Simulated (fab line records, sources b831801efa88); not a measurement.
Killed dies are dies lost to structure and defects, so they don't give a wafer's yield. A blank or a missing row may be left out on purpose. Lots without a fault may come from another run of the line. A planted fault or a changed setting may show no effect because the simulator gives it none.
fab line records | flow sfq_line
record lots=14 wafers=42 last_day=85
route steps=325 shown INCOMING@1 M1@71 M5@202 I7@296
lots that met no fault: from a run of the same line without faults
start_h: hours from the record's first day to the start of the lot's first wafer shown | wait_h: hours since the lot's step before | " the same as in the row above | L1.1+2: a row that stands for several wafers | - no value, or no start given | * or withheld: withheld | < > ~ a bound
route shown NAME@n: a module of which the file shows steps, and the number in the route of the first | usual: mean/standard deviation of fault-free wafers | same: alike in all rows | chamber/n: place in a boat | sites: the reading at each site | _std_site: their standard deviation | _edge_site: outer sites' mean less inner sites' | radius_mm: how far each site lies from the wafer's centre | mask NAME#n: copy n | behind: the tool/chamber that last shaped the wafer | hold: why the lot was held/for how many hours/how that ended | device: the transistor (n, p or np) that didn't switch | end of line: the same wafers' tests at the end of the route | a step without rows: its recipe alone | killed: dies lost to structure and defects at the first sort, not the wafer's yield | map: a wafer's dies, x killed, . not, _ none there
set.NAME: the setting as run; set.NAME@STEP: as run at that earlier step | model.NAME: the simulator's own value behind a step, which no gauge read
steps of the route over a sample of lots; a table a step, a row a wafer
services: from which hour (start_h, from the record's first day; less than 0 if before it) a tool's chamber was out of use, for how many hours, and why
## steps
# step SFQ_INCOMING_BOW_MEAS_900
# recipe mode=bow
# usual INCOMING_BOW=0/6.1
# columns lot.wafer tool chamber start_h wait_h INCOMING_BOW[um]
L226.3 film_metro-02 - 20.04 - 2
L226.5 " - " " 0
L226.6 " - " " 2
L227.2 film_metro-02 - 25.02 - 11
L227.3 " - " " -2
L227.5 " - " " 12
L228.2 film_metro-03 - 30.02 - 0
L228.4 " - " " 2
L228.6 " - " " -10
L231.1 film_metro-02 - 45.00 - 2
L231.2 " - " " 4
L231.5 " - " " -4
L232.1 film_metro-04 - 50.00 - 9
L232.3 " - " " -3
L232.4 " - " " 7
L233.2 film_metro-02 - 55.02 - 7
L233.4 " - " " -8
L233.6 " - " " 2
L234.3 film_metro-04 - 60.04 - -3
L234.4 " - " " -5
L234.5 " - " " 4
L235.3 film_metro-02 - 65.04 - -2
L235.5 " - " " -1
L235.6 " - " " 8
L240.3 film_metro-02 - 90.04 - 16
L240.4 " - " " 16
L240.6 " - " " 8
L241.2 film_metro-02 - 95.02 - 4
L241.4 " - " " -5
L241.5 " - " " -9
L242.4 film_metro-03 - 100.06 - 3
L242.5 " - " " 3
L242.6 " - " " 5
L243.1 film_metro-04 - 105.00 - -10
L243.2 " - " " -2
L243.6 " - " " 18
L245.1 film_metro-04 - 115.00 - 4
L245.2 " - " " 7
L245.3 " - " " -5
L247.1 film_metro-04 - 125.00 - 3
L247.5 " - " " 3
L247.6 " - " " 2
# step SFQ_TRILAYER_M1_STRIP_STRIP_043
# recipe gas=O2 power_w=200 platen_temp_c=40 overash_fraction=0.7081 chemistry=O2 pressure_mtorr=50
# usual chamber_pressure_mTorr=50.00/0.042 drypump_motor_current_A=5.8/0.49 oes_product_au=0.998/0.0073
# columns lot.wafer tool chamber start_h wait_h chamber_pressure_mTorr drypump_motor_current_A oes_product_au rf_hours_counter_h
L226.3 rie_metal-04 1 532.30 0.2 49.99 5.5 0.999 -
L226.5 " 0 " " 50.06 5.8 0.996 -
L226.6 " 1 " " 50.02 5.4 1.004 -
L227.2 rie_metal-04 0 547.70 0.1 49.96 5.8 1.006 11
L227.3 " 0 " " 50.07 5.8 0.999 -
L227.5 " 0 " " 50.02 5.8 0.994 -
L228.2 rie_metal-02 1 566.58 0.1 50.01 5.4 1.000 33
L228.4 " 0 " " 49.98 6.7 0.990 -
L228.6 " 0 " " 49.98 6.7 1.002 -
L231.1 rie_metal-03 1 596.58 0.1 50.02 5.9 0.997 60
L231.2 " 0 " " 49.97 5.2 0.995 103
L231.5 " 1 " " 50.03 6.0 1.011 -
L232.1 rie_metal-02 1 606.55 0.1 50.00 5.4 0.994 37
L232.3 " 1 " " 50.05 5.4 1.001 -
L232.4 " 0 " " 50.00 6.7 0.997 -
L233.2 rie_metal-02 1 624.69 0.4 50.02 5.4 1.011 -
L233.4 " 1 " " 50.00 5.4 1.002 -
L233.6 " 1 " " 50.02 5.4 1.001 -
L234.3 rie_metal-02 1 632.91 0.2 49.96 5.4 1.003 -
L234.4 " 0 " " 50.07 6.7 0.986 -
L234.5 " 0 " " 50.04 6.7 0.987 -
L235.3 rie_metal-04 1 654.51 0.2 50.03 5.5 1.000 -
L235.5 " 0 " " 50.02 5.8 1.009 -
L235.6 " 1 " " 50.09 5.5 1.018 -
L240.3 rie_metal-04 0 667.83 0.2 50.04 5.8 0.980 -
L240.4 " 1 " " 49.96 5.5 0.996 -
L240.6 " 0 " " 49.97 5.8 0.987 -
L241.2 rie_metal-04 0 670.03 0.1 49.97 5.8 0.991 29
L241.4 " 1 " " 49.98 5.5 0.996 -
L241.5 " 1 " " 50.06 5.5 0.997 -
L242.4 rie_metal-02 1 671.53 0.2 50.01 5.4 1.000 -
L242.5 " 1 " " 50.01 5.4 1.004 -
L242.6 " 0 " " 49.96 6.7 0.992 -
L243.1 rie_metal-04 1 672.43 0.1 49.96 5.5 0.993 5
L243.2 " 0 " " 49.99 5.8 1.002 29
L243.6 " 1 " " 49.99 5.5 0.995 -
L245.1 rie_metal-04 0 677.23 0.1 49.97 5.8 0.990 30
L245.2 " 1 " " 49.99 5.5 1.001 6
L245.3 " 0 " " 50.00 5.8 0.988 -
L247.1 rie_metal-02 0 680.83 0.1 50.00 6.6 0.990 56
L247.5 " 0 " " 49.92 6.7 0.994 -
L247.6 " 1 " " 49.95 5.4 0.992 -
# step SFQ_TRILAYER_M5_LITHO_PEB_126
# recipe peb_temp_c=115 peb_time_s=60 resist=KrF
# usual chill_plate_temp_C=22.97/0.11 exhaust_pa=45.0/0.95 plate_temp_C=115.00/0.13 resist_line_temp_C=23.01/0.11
# columns lot.wafer tool chamber start_h wait_h chill_plate_temp_C exhaust_pa plate_temp_C resist_line_temp_C
L226.3 litho_track-04 0 1205.69 0.7 22.84 44.0 114.83 23.10
L226.5 " 0 " " 22.74 43.8 114.94 23.05
L226.6 " 0 " " 22.57 44.8 114.77 23.08
L227.2 litho_track-02 0 1217.26 0.8 23.07 43.9 115.18 23.17
L227.3 " 0 " " 23.00 44.0 115.23 23.09
L227.5 " 0 " " 22.95 44.0 115.10 23.21
L228.2 litho_track-01 0 1376.49 0.8 23.02 45.1 114.90 23.15
L228.4 " 0 " " 22.87 46.3 115.27 22.87
L228.6 " 0 " " 22.98 45.9 114.84 22.94
L231.1 litho_track-01 0 1384.87 1.0 22.87 44.7 114.74 22.99
L231.2 " 0 " " 23.06 45.2 114.95 23.05
L231.5 " 0 " " 22.84 45.0 114.96 22.91
L232.1 litho_track-01 0 1387.27 1.0 23.09 44.9 115.08 23.13
L232.3 " 0 " " 22.97 45.1 115.03 22.98
L232.4 " 0 " " 23.05 43.8 115.00 23.05
L233.2 litho_track-04 0 1393.29 0.8 22.98 45.2 114.91 22.97
L233.4 " 0 " " 22.93 45.6 114.82 23.02
L233.6 " 0 " " 22.92 46.9 114.92 22.92
L234.3 litho_track-02 0 1398.12 0.7 23.01 45.4 114.99 22.95
L234.4 " 0 " " 23.19 44.6 115.13 22.95
L234.5 " 0 " " 22.97 45.7 115.23 22.98
L235.3 litho_track-01 0 1406.64 0.7 22.84 44.4 114.98 23.11
L235.5 " 0 " " 22.97 46.0 115.06 23.15
L235.6 " 0 " " 22.95 45.4 115.15 23.07
L240.3 litho_track-04 0 1418.64 0.7 23.00 46.5 115.03 22.97
L240.4 " 0 " " 23.17 45.7 115.03 22.89
L240.6 " 0 " " 23.05 45.5 115.02 23.01
L241.2 litho_track-02 0 1423.42 0.8 22.81 46.1 115.00 23.07
L241.4 " 0 " " 22.94 46.1 114.94 23.00
L241.5 " 0 " " 23.00 46.2 114.73 23.16
L242.4 litho_track-01 - 1424.67 0.5 - - - -
L242.5 " - " " - - - -
L242.6 " - " " - - - -
L243.1 litho_track-02 - 1434.19 1.0 - - - -
L243.2 " - " " - - - -
L243.6 " - " " - - - -
L245.1 litho_track-04 0 1443.92 1.0 23.09 45.4 115.00 22.92
L245.2 " 0 " " 23.01 47.4 114.89 22.92
L245.3 " 0 " " 23.05 47.3 114.90 22.85
L247.1 litho_track-02 0 1448.72 1.0 23.12 45.2 115.04 23.07
L247.5 " 0 " " 22.90 44.5 114.96 23.02
L247.6 " 0 " " 22.83 45.1 115.11 23.11
# step SFQ_TRILAYER_I7_DEP_PECVD_183
# recipe material=SiO2 temp_c=150 time_s=111.11 pressure_torr=2.4 rf_w=183.3 precursor=SiH4/N2O target_thk_nm=500
# usual chamber_pressure_Torr=2.400/0.0053 heater_power_w=83/16 throttle_valve_pct=24.3/1.2
# columns lot.wafer tool chamber start_h wait_h chamber_pressure_Torr heater_power_w throttle_valve_pct
L226.3 pecvd-03 0 1761.51 0.0 2.399 78 24.1
L226.5 " 2 " " 2.393 120 24.3
L226.6 " 0 " " 2.392 80 24.1
L227.2 pecvd-04 2 1765.11 0.0 2.408 110 22.6
L227.3 " 0 " " 2.404 68 24.3
L227.5 " 2 " " 2.394 113 22.6
L228.2 pecvd-04 0 1825.25 0.0 2.393 71 24.3
L228.4 " 0 " " 2.408 74 24.3
L228.6 " 1 " " 2.398 59 24.1
L231.1 pecvd-01 2 1834.84 0.0 2.397 79 25.6
L231.2 " 1 " " 2.398 72 22.4
L231.5 " 2 " " 2.399 81 25.3
L232.1 pecvd-04 1 1849.24 0.0 2.404 67 24.6
L232.3 " 0 " " 2.407 72 24.3
L232.4 " 0 " " 2.398 75 24.6
L233.2 pecvd-01 0 1855.10 0.0 2.410 71 25.8
L233.4 " 0 " " 2.404 76 25.8
L233.6 " 1 " " 2.415 81 22.3
L234.3 pecvd-04 2 1866.02 0.0 2.388 115 22.8
L234.4 " 1 " " 2.394 70 24.5
L234.5 " 2 " " 2.395 117 22.7
L235.3 pecvd-04 1 1869.62 0.0 2.411 66 24.1
L235.5 " 0 " " 2.408 82 24.1
L235.6 " 1 " " 2.410 69 24.3
L240.3 pecvd-01 1 1906.82 0.0 2.397 86 22.3
L240.4 " 0 " " 2.402 72 26.1
L240.6 " 2 " " 2.408 85 26.0
L241.2 pecvd-03 2 1908.02 0.0 2.392 102 24.1
L241.4 " 1 " " 2.402 66 25.6
L241.5 " 0 " " 2.399 70 24.2
L242.4 pecvd-03 2 1915.39 0.0 2.405 105 24.1
L242.5 " 1 " " 2.410 59 25.5
L242.6 " 0 " " 2.412 80 24.0
L243.1 pecvd-01 1 1922.55 0.0 2.404 81 22.7
L243.2 " 0 " " 2.400 84 26.0
L243.6 " 1 " " 2.405 84 22.7
L245.1 pecvd-04 1 1926.15 0.0 2.402 63 24.4
L245.2 " 2 " " 2.403 112 22.5
L245.3 " 0 " " 2.396 80 24.4
L247.1 pecvd-01 1 1962.79 0.0 2.404 79 22.9
L247.5 " 2 " " 2.402 72 26.5
L247.6 " 1 " " 2.393 82 22.8
## services
# columns tool chamber start_h hours kind
pecvd-04 - 584.32 6.0 repair
rie_metal-02 0 620.53 4.3 repair
pecvd-04 - 677.06 1.7 repair
pecvd-04 1 741.97 8.0 repair
rie_metal-04 1 826.35 1.0 repair
pecvd-04 - 854.63 8.2 repair
rie_metal-04 - 896.95 0.3 repair
pecvd-04 - 912.69 6.0 pm
rie_metal-04 - 986.40 0.9 repair
rie_metal-04 - 991.15 1.3 repair
pecvd-04 1 1004.23 12.3 repair
rie_metal-02 - 1005.26 2.1 repair
rie_metal-02 - 1093.76 2.8 pm
rie_metal-02 0 1096.82 3.3 repair
rie_metal-04 - 1200.38 0.2 repair
pecvd-04 2 1201.20 12.7 repair
pecvd-04 - 1305.54 2.8 pm
pecvd-04 - 1316.75 14.0 pm
rie_metal-04 - 1351.83 2.8 pm
rie_metal-02 - 1353.59 0.8 repair
pecvd-04 - 1402.66 5.5 pm
pecvd-04 1 1415.36 6.2 repair
rie_metal-02 - 1463.49 0.9 repair
rie_metal-02 0 1513.99 2.1 repair
## key
first_sign step=SFQ_TRILAYER_M5_LITHO_PEB_126 reading=tool_record direction=missing
effect none on later readings
met_at SFQ_TRILAYER_M5_LITHO_PEB_126
struck_lots L242,L243
not_acting_at SFQ_INCOMING_BOW_MEAS_900,SFQ_TRILAYER_M1_STRIP_STRIP_043,SFQ_TRILAYER_I7_DEP_PECVD_183
onset_between 1423.42 1424.67
fault kind=skipped_step_whole tool=litho_track-01,litho_track-02 chamber=- onset_h=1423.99 steps=SFQ_TRILAYER_M5_LITHO_PEB_126 scope=struck_lots_only
